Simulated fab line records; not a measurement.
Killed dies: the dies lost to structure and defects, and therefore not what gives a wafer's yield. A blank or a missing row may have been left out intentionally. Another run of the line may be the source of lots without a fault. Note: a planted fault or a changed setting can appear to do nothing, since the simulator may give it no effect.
Which tool was responsible? / flow sky130 / 10 lots, 30 wafers sampled, at 4 steps of a route of 708

## WHAT THE GAUGES SHOWED, per wafer
SKY_VIA4_RS_MEAS_19: measures by four-point-probe.
lot=L841; measured=day 42 11:31; on=film metro-02; VIA4_W_RS (ohm/sq)=0.112 0.114 0.113
lot=L843; measured=day 44 04:59; on=film metro-03; VIA4_W_RS (ohm/sq)=0.113 0.111 0.113
lot=L845; measured=day 46 22:45; on=film metro-01; VIA4_W_RS (ohm/sq)=0.113 0.113 0.112
lot=L849; measured=day 46 22:29; on=film metro-03; VIA4_W_RS (ohm/sq)=0.223 0.223 0.227
lot=L852; measured=day 47 01:45; on=film metro-01; VIA4_W_RS (ohm/sq)=0.227 0.220 0.229
lot=L853; measured=day 47 04:40; on=film metro-02; VIA4_W_RS (ohm/sq)=0.228 0.231 0.234
lot=L856; measured=day 47 04:38; on=film metro-01; VIA4_W_RS (ohm/sq)=0.229 0.224 0.222
lot=L857; measured=day 47 06:13; on=film metro-01; VIA4_W_RS (ohm/sq)=0.226 0.227 0.226
lot=L860; measured=day 47 14:20; on=film metro-03; VIA4_W_RS (ohm/sq)=0.222 0.228 0.231
lot=L862; measured=day 47 23:43; on=film metro-01; VIA4_W_RS (ohm/sq)=0.230 0.225 0.233

## TOOL THAT RAN EACH LOT (tool first, then ch and the chambers of the sampled wafers, then the start)
lot=L841; SKY_METAL4_SPUTTER_03=pvd sputter-01, day 39 09:58; SKY_CAP2M_SPUTTER_02=pvd sputter-02, day 39 10:07; SKY_VIA4_CVD_18=cvd w-01 ch 0,1, day 42 11:02
lot=L843; SKY_METAL4_SPUTTER_03=pvd sputter-01, day 41 04:05; SKY_CAP2M_SPUTTER_02=pvd sputter-04, day 41 04:17; SKY_VIA4_CVD_18=cvd w-02 ch 0,1, day 44 04:20
lot=L845; SKY_METAL4_SPUTTER_03=pvd sputter-01, day 44 04:16; SKY_CAP2M_SPUTTER_02=pvd sputter-04, day 44 04:25; SKY_VIA4_CVD_18=cvd w-01 ch 0,1, day 46 22:10
lot=L849; SKY_METAL4_SPUTTER_03=pvd sputter-01, day 44 04:46; SKY_CAP2M_SPUTTER_02=pvd sputter-04, day 44 04:55; SKY_VIA4_CVD_18=cvd w-02 ch 0,1, day 46 22:20
lot=L852; SKY_METAL4_SPUTTER_03=pvd sputter-04, day 44 07:23; SKY_CAP2M_SPUTTER_02=pvd sputter-03, day 44 07:32; SKY_VIA4_CVD_18=cvd w-02 ch 0,1, day 47 01:36
lot=L853; SKY_METAL4_SPUTTER_03=pvd sputter-01, day 44 11:15; SKY_CAP2M_SPUTTER_02=pvd sputter-04, day 44 11:24; SKY_VIA4_CVD_18=cvd w-01 ch 0,1, day 47 04:31
lot=L856; SKY_METAL4_SPUTTER_03=pvd sputter-02, day 44 12:13; SKY_CAP2M_SPUTTER_02=pvd sputter-03, day 44 12:22; SKY_VIA4_CVD_18=cvd w-02 ch 0,1, day 47 04:28
lot=L857; SKY_METAL4_SPUTTER_03=pvd sputter-04, day 44 12:32; SKY_CAP2M_SPUTTER_02=pvd sputter-02, day 44 12:41; SKY_VIA4_CVD_18=cvd w-01 ch 0,1, day 47 06:04
lot=L860; SKY_METAL4_SPUTTER_03=pvd sputter-01, day 44 22:20; SKY_CAP2M_SPUTTER_02=pvd sputter-04, day 44 22:29; SKY_VIA4_CVD_18=cvd w-02 ch 0,1, day 47 14:11
lot=L862; SKY_METAL4_SPUTTER_03=pvd sputter-04, day 45 07:13; SKY_CAP2M_SPUTTER_02=pvd sputter-02, day 45 07:22; SKY_VIA4_CVD_18=cvd w-02 ch 0,1, day 47 23:32
- SKY_METAL4_SPUTTER_03: material Ti, target thk 5 nm, time 3.3 s.
- SKY_CAP2M_SPUTTER_02: material TiN, target thk 200 nm, time 166.7 s.
- SKY_VIA4_CVD_18: deposits W, target thk 505 nm, time 152.14 s.

## THE ANSWER, worked out from the rows above alone
Rule: usual is defined by the lots themselves. The widest of any qualifying gaps counts: lots, ordered by their means at a reading, are off when they make up no more than a third of the lots, leave a main group of 4 or more, and stand apart from it by 3 or more times the standard deviation of that group's means. A main group whose means are all the same, to the digits that the tables above print for the reading, isn't used. A lot without any number at a reading at which 4 lots or more have one is off too. The other lots that the step has rows for count as sound.
Off: at SKY_VIA4_RS_MEAS_19 (VIA4_W_RS), L841, L843, L845. The main group has a mean of 0.227 ohm/sq with a standard deviation of 0.0023.
A tool fits if, at a process step before that reading, it ran every lot that is off, and no sound lot after the first of them. Gauges at SKY_VIA4_RS_MEAS_19: tried the same way as those tools. No candidate that was tried fits.

## WHAT WAS PUT IN BY THE SIMULATOR
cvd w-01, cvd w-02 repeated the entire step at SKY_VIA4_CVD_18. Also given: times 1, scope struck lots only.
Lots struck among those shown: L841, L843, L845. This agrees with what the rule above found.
